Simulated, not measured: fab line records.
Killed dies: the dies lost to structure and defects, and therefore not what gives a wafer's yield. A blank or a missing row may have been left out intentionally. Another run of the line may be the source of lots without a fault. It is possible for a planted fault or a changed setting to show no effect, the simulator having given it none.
A lot that was struck, set against a sound lot || flow gf180mcu || 16 out of 602 route steps
Sound: these wafers, L289.1, L289.3, L289.5. Struck: wafers L296.1, L296.3, L296.6. The cause is named last.
Per side, at each step with rows, come the tool, then ch with its chambers, and then its first start. Under that, the readings that differ: sound wafers || struck wafers || difference of the means || sigmas: that difference in standard deviations of wafers without a fault.
alike: words and numbers the same on both sides, and readings whose means are apart by under 2 such deviations; not compared: readings that were withheld, readings missing a value for some wafer, numbers with overlapping values and no deviation given by the record, and bounds like >300 which may hide the same value.
Wherever a step has rows on one side only, a row that says differs or no value, or a row with sigmas, the two part there. Numbers that have no deviation but don't overlap get no sigmas and don't part them. A reading missing from all wafers of one side parts the sides only when that side holds two or more wafers.

first, 3 steps without rows for these wafers: GF_SAB_STRIP_13 (strips in O2/N2); GF_SALICIDE_CLEAN_00 (cleans in SC1/SC2, time 150 s); GF_SALICIDE_WET_ETCH_01 (etches SiO2 in dHF, target depth 5 nm, time 100 s).
GF_SALICIDE_SPUTTER_02: material Co, target thk 10 nm, time 20 s.
  sound: pvdSputter-03 at day 16 04:22; struck: pvdSputter-03 at day 19 07:55
  alike: cathodeDcPowerW, throttleValvePct
GF_SALICIDE_SPUTTER_03: material TiN, target thk 20 nm, time 16.7 s.
  sound: pvdSputter-03 at day 16 04:24; struck: pvdSputter-03 at day 19 07:57
  alike: cathodeDcPowerW, throttleValvePct
GF_SALICIDE_RS_MEAS_04: a four-point-probe measurement.
  sound: filmMetro-02 at day 16 04:26; struck: filmMetro-02 at day 19 07:59
  alike: SALICIDE_TIN_RS
GF_SALICIDE_THK_MEAS_05: measures by xrf.
  sound: filmMetro-02 at day 16 04:33; struck: filmMetro-02 at day 19 08:06
  alike: SALICIDE_TIN_THK
GF_SALICIDE_RTA_06: time 30 s.
  sound on rtpAnneal-02 ch 0, day 16 04:37; struck on rtpAnneal-01 ch 0, day 19 08:10
{"reading": "lampPowerPct (%)", "sound": "6.37 6.36 6.35", "struck": "6.08 6.06 6.06", "difference": -0.29, "sigmas": -2}
{"reading": "wafer_temp_C_max", "sound": "532.6 532.7 533.6", "struck": "531.1 531.4 531.4", "difference": -1.7, "sigmas": -3}
then, 1 step without rows for these wafers: GF_SALICIDE_WET_ETCH_07 (etches the open film in SPM, target depth 120 nm).
GF_SALICIDE_RTA_08: time 30 s.
  sound on rtpAnneal-01 ch 0, day 16 04:48; struck on rtpAnneal-02 ch 0, day 19 08:21
  alike: lampPowerPct, wafer_temp_C_max
then, 1 step without rows for these wafers: GF_CONTACT_CVD_00 (deposits SiO2, target thk 300 nm, time 50 s).
GF_CONTACT_THK_MEAS_01:
  sound: filmMetro-01 at day 16 04:56; struck: filmMetro-04 at day 19 08:29
  alike: CONTACT_CVD_00_THK
GF_CONTACT_CVD_02: deposits SiO2 from TEOS, target thk 860 nm, time 95.992 s.
  sound on pecvd-01 ch 1,2, day 16 05:00; struck on pecvd-01 ch 1,2, day 19 08:33
{"reading": "model.SiO2_of_CONTACT_CVD_02.thkNm (nm)", "sound": "848.9 863.4 872.4", "struck": "895.2 890.8 917.1", "difference": "+39.5", "sigmas": ""}
  alike: heaterPowerW
GF_CONTACT_THK_MEAS_03:
  sound: filmMetro-03 at day 16 05:04; struck: filmMetro-04 at day 19 08:37
{"reading": "CONTACT_CVD_02_THK (nm)", "sound": "849 864 872", "struck": "895 891 918", "difference": "+40", "sigmas": "+4"}
GF_CONTACT_CMP_04: polishes SiO2.
  sound on cmp-01 ch 1,3, day 16 05:08; struck on cmp-01 ch 0,1,3, day 19 08:47
  alike: motorCurrentA, timeToEndpointS
-- the record jumps here: 13 days lie between the struck wafers' starts before and after (it left off in module CONTACT and takes up again in module PASSIVATION, whose first step shown is number 602 of the route) --
GF_PASSIVATION_PROBE_99:
  rows exist in the record for the struck wafers here (prober-02, day 32 06:14), but not for the sound ones

WHERE THEY PART
At GF_SALICIDE_RTA_06 first; at GF_PASSIVATION_PROBE_99 last (within this record only).

WHY: the cause the simulator had injected
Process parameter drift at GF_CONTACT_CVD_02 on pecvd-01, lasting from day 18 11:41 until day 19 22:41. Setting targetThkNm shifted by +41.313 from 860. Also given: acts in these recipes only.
